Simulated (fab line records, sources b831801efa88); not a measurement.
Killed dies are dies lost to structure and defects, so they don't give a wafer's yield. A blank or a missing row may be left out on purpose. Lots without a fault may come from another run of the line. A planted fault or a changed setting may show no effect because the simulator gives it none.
A struck lot beside a sound one | flow sky130 | 36 steps out of a route of 708
Sound: wafers L795.2, L795.4, L795.6. Struck: wafers L797.1, L797.2, L797.5. The cause comes at the end.
At each step with rows: each side's tool, then ch and its chambers, then its first start. Under that, the readings that differ: sound wafers | struck wafers | difference of the means | sigmas: that difference in standard deviations of wafers without a fault.
alike: readings whose means differ by less than 2 such deviations, and words and numbers that are the same on both sides. not compared: withheld readings, readings that some wafer has no value for, bounds like >300 that may hide the same value, and numbers for which the record gives no deviation and whose values overlap.
The two part at a step that has a row with sigmas, a row that says differs or no value, or rows on one side only. Numbers that don't overlap but have no deviation are shown without sigmas and don't part them. A reading that every wafer of one side lacks parts them only if that side has two wafers or more.

first, 10 steps without rows for these wafers: SKY_POLY_CUT_ETCH_10 (etches BARC in N2/H2, stops on SiO2, time 45.9 s, target depth 60 nm); SKY_POLY_CUT_ETCH_11 (etches Si3N4 in CF4/CH2F2/Ar, stops on poly-Si, time 42.5 s, target depth 60 nm); SKY_POLY_CUT_STRIP_12 (strips in O2/N2); SKY_SD_P_DEHYDRATE_00 (time 60 s); SKY_SD_P_HMDS_01 (prime time 60 s); SKY_SD_P_COAT_02 (resist thk 1140 nm); SKY_SD_P_SOFTBAKE_03 (time 60 s); SKY_SD_P_EXPOSE_04 (exposes mask PSDM, target cd 380 nm); SKY_SD_P_PEB_05; SKY_SD_P_DEVELOP_06 (develop time 60 s).
SKY_SD_P_IMPLANT_09:
  sound on implanter-03 ch 0, day 27 21:10; struck on implanter-01 ch 0, day 28 13:35
SKY_SD_P_STRIP_10: strips in O2/N2.
  sound on plasma_asher-04 ch 0, day 27 21:17; struck on plasma_asher-02 ch 0,1, day 28 13:44
  reading                      | sound             | struck            | difference | sigmas
  oes_product_au (a.u.)        | 0.619 0.619 0.622 | 0.587 0.587 0.594 | -0.031     | -6
  strip_time_to_endpoint_s (s) | 17.52 17.49 17.52 | 18.94 18.91 18.89 | +1.40      | +36
  alike: drypump_motor_current_A, o2_flow_sccm
  not compared: rf_hours_counter_h
SKY_SD_P_TW_MEAS_11:
  sound on film_metro-03, day 27 21:23; struck on film_metro-04, day 28 13:50
  reading | sound          | struck         | difference | sigmas
  SD_P_TW | 2839 2854 2845 | 3112 3098 3094 | +255       | +9
then, 21 steps without rows for these wafers: SKY_RES_XHIGH_DEHYDRATE_00 (time 60 s); SKY_RES_XHIGH_HMDS_01 (prime time 60 s); SKY_RES_XHIGH_COAT_02 (resist thk 1140 nm); SKY_RES_XHIGH_SOFTBAKE_03 (time 60 s); SKY_RES_XHIGH_EXPOSE_04 (exposes mask URPM, target cd 1270 nm); SKY_RES_XHIGH_PEB_05; SKY_RES_XHIGH_DEVELOP_06 (develop time 60 s); SKY_RES_XHIGH_IMPLANT_07; SKY_RES_XHIGH_STRIP_08 (strips in O2/N2); SKY_SD_N_DEHYDRATE_00 (time 60 s); SKY_SD_N_HMDS_01 (prime time 60 s); SKY_SD_N_COAT_02 (resist thk 1140 nm); SKY_SD_N_SOFTBAKE_03 (time 60 s); SKY_SD_N_EXPOSE_04 (exposes mask NSDM, target cd 380 nm); SKY_SD_N_PEB_05; SKY_SD_N_DEVELOP_06 (develop time 60 s); SKY_SD_N_IMPLANT_09; SKY_SD_N_IMPLANT_10; SKY_SD_N_STRIP_11 (strips in O2/N2); SKY_SD_N_CLEAN_13 (cleans in SC1/SC2, time 150 s); SKY_SD_N_RTA_14 (time 2 s).
-- the record jumps here: 2 days lie between the struck wafers' starts before and after --
SKY_SD_N_RS_MEAS_17: measures by four-point-probe.
  sound on film_metro-03, day 30 05:08; struck on film_metro-03, day 30 22:47
  reading          | sound             | struck            | difference | sigmas
  SD_P_RS (ohm/sq) | 146.7 147.1 146.7 | 138.0 138.1 137.3 | -9.0       | -29
-- the record jumps here: 17 days lie between the struck wafers' starts before and after (it left off in module SD_N and takes up again in module PAD_OPEN, whose first step shown is number 708 of the route) --
SKY_PAD_OPEN_PROBE_99:
  sound on prober-02, day 47 11:56; struck on prober-02, day 48 01:05
  reading                                | sound             | struck            | difference | sigmas
  killed_at_contacts                     | 22 31 34          | 21 20 14          | -11        | -2
  model.etest.res_pdiff.line_ohm_um      | 1358 1388 1391    | 1188 1157 1155    | -212       |
  model.etest.res_high_po.line_ohm_um    | 743.4 758.3 769   | 525.4 516.5 509.9 | -239.6     |
  model.etest.licon_high_po.rc_ohm       | 341 350.1 345.7   | 196.3 190.1 190.7 | -153.2     |
  model.etest.pfet_g5v0d10v5.r_on_ohm_um | 4741 4799 4822    | 4662 4670 4635    | -132       |
  model.etest.licon_pdiff.rc_ohm         | 591.5 570 573.6   | 472.8 459 477.9   | -108.5     |
  model.etest.res_high_po.rs_ohm_sq      | 260.4 264.8 267.6 | 182.2 184.5 178.9 | -82.4      |
  model.etest.res_pdiff_hv.rs_ohm_sq     | 190.3 190.6 191   | 159.2 159.7 159.7 | -31.1      |
  model.etest.res_pdiff.rs_ohm_sq        | 198.8 198.1 198.5 | 167.2 166 164.8   | -32.5      |
  alike: killed_at_M0_to_M3, killed_at_M4_up, killed_at_front_end, killed_at_other, killed_dies, killed_open, killed_short

WHERE THEY PART
First at SKY_SD_P_STRIP_10; last, within this record, at SKY_PAD_OPEN_PROBE_99.

WHY: what the simulator had put in
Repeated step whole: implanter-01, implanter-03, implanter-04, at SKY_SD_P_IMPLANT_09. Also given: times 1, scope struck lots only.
